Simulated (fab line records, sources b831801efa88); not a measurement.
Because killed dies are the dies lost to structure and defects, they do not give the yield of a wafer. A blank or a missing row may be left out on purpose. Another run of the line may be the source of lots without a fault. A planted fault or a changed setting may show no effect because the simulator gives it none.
Struck lot and sound lot, side by side || flow sky130 || 19 out of 708 route steps
Sound: the wafers L180.1, L180.4, L180.6. Struck: wafer L196.1 (L196.3, L196.6, from the same lot, were not struck and are left out); the cause is given at the end.
For every step that has rows: the tool of each side, followed by ch and its chambers, followed by its first start. Under that, the readings that differ: sound wafers || struck wafers || difference of the means || sigmas: that difference in standard deviations of wafers without a fault.
alike: same words and numbers on both sides, and readings whose means sit less than 2 such deviations apart. not compared: any withheld reading, any reading some wafer has no value for, any bound like >300 that may hide the same value, and any number with overlapping values for which the record gives no deviation.
Wherever a step has rows on one side only, a row that says differs or no value, or a row with sigmas, the two part there. Non-overlapping numbers with no deviation appear without sigmas and do not part them. A reading missing from all wafers of one side parts the sides only when that side holds two or more wafers.

SKY_METAL1_SPUTTER_02: material AlCu, target thk 250 nm, time 13.3 s.
  struck on pvd sputter-03, day 37 06:53; sound on pvd sputter-02, day 32 00:51
  alike: throttle valve pct
SKY_METAL1_SPUTTER_03: material Ti, target thk 5 nm, time 3.3 s.
  struck on pvd sputter-03, day 37 06:55; sound on pvd sputter-02, day 32 00:52
  alike: throttle valve pct
SKY_METAL1_SPUTTER_04: material TiN, target thk 70 nm, time 58.3 s.
  struck on pvd sputter-03, day 37 06:56; sound on pvd sputter-02, day 32 00:53
  alike: throttle valve pct
SKY_METAL1_RS_MEAS_05: uses a four-point probe to measure.
  struck on film metro-02, day 37 06:59; sound on film metro-01, day 32 00:56
{"reading": "METAL1_ALCU_RS (ohm/sq)", "sound": "0.1261 0.1249 0.1251", "struck": 0.1292, "difference": "+0.0038", "sigmas": "+3"}
SKY_METAL1_THK_MEAS_06: measures by xrf.
  struck on film metro-02, day 37 07:06; sound on film metro-01, day 32 01:04
  alike: METAL1_ALCU_THK
then, 7 steps without rows for these wafers: SKY_METAL1_DEHYDRATE_07 (time 60 s); SKY_METAL1_HMDS_08 (prime time 60 s); SKY_METAL1_COAT_09 (resist thk 60 nm); SKY_METAL1_COAT_10 (resist thk 450 nm); SKY_METAL1_SOFTBAKE_11 (time 90 s); SKY_METAL1_EXPOSE_12 (exposes mask MM1, target cd 140 nm); SKY_METAL1_PEB_13.
SKY_METAL1_DEVELOP_14: develop time 60 s.
  sound on litho track-03 ch 0, day 33 03:00; struck on litho track-02 ch 0, day 38 08:00
SKY_METAL1_CD_MEAS_15 targets a cd of 140 nm.
  struck on cd sem-01, day 38 08:55; sound on cd sem-01, day 33 03:57
{"reading": "cd nm (nm)", "sound": "138.5 138.4 138.3", "struck": 134.5, "difference": -3.9, "sigmas": -2}
SKY_METAL1_OVL_MEAS_16:
  struck on overlay-01, day 38 09:02; sound on overlay-01, day 33 04:04
  alike: METAL1_OVL
SKY_METAL1_DESCUM_17: chemistry O2, time 8 s.
  sound on rie metal-04 ch 0,1, day 33 04:07; struck on rie metal-01 ch 1, day 38 09:04
{"reading": "model.METAL1.cd nm (nm)", "sound": "137.9 139.1 138.4", "struck": 134.2, "difference": -4.3, "sigmas": ""}
  alike: drypump motor current A, he backside leak sccm, oes product au
  not compared: rf hours counter h
SKY_METAL1_ETCH_18: etches BARC in N2/H2, stops on SiO2, time 45.9 s, target depth 60 nm.
  sound on rie metal-04 ch 0,1, day 33 04:08; struck on rie metal-01 ch 1, day 38 09:06
{"reading": "throttle valve pct (%)", "sound": "13.225 13.235 13.224", "struck": 13.207, "difference": -0.021, "sigmas": -2}
{"reading": "model.METAL1.cd nm (nm)", "sound": "136.6 139.1 137", "struck": 134.9, "difference": -2.7, "sigmas": ""}
  alike: drypump motor current A, he backside leak sccm, oes product au
  not compared: rf hours counter h
SKY_METAL1_METAL_ETCH_19: etches the open film in Cl2/BCl3, stops on SiO2, target depth 360 nm, time 78 s.
  sound on rie metal-04 ch 0,1, day 33 04:12; struck on rie metal-01 ch 1, day 38 09:10
{"reading": "oes product au (a.u.)", "sound": "0.849 0.857 0.862", "struck": 0.845, "difference": -0.011, "sigmas": -2}
  alike: drypump motor current A, he backside leak sccm, throttle valve pct
  not compared: rf hours counter h
-- the record jumps here: 11 days lie between the struck wafers' starts before and after (it left off in module METAL1 and takes up again in module PAD_OPEN, whose first step shown is number 708 of the route) --
SKY_PAD_OPEN_PROBE_99:
  the record has rows for the struck wafers here (prober-01, day 49 21:07) and none for the sound ones

== WHERE THEY PART ==
Earliest at SKY_METAL1_RS_MEAS_05; latest, in this record, at SKY_PAD_OPEN_PROBE_99.

WHY: whatever the simulator had introduced
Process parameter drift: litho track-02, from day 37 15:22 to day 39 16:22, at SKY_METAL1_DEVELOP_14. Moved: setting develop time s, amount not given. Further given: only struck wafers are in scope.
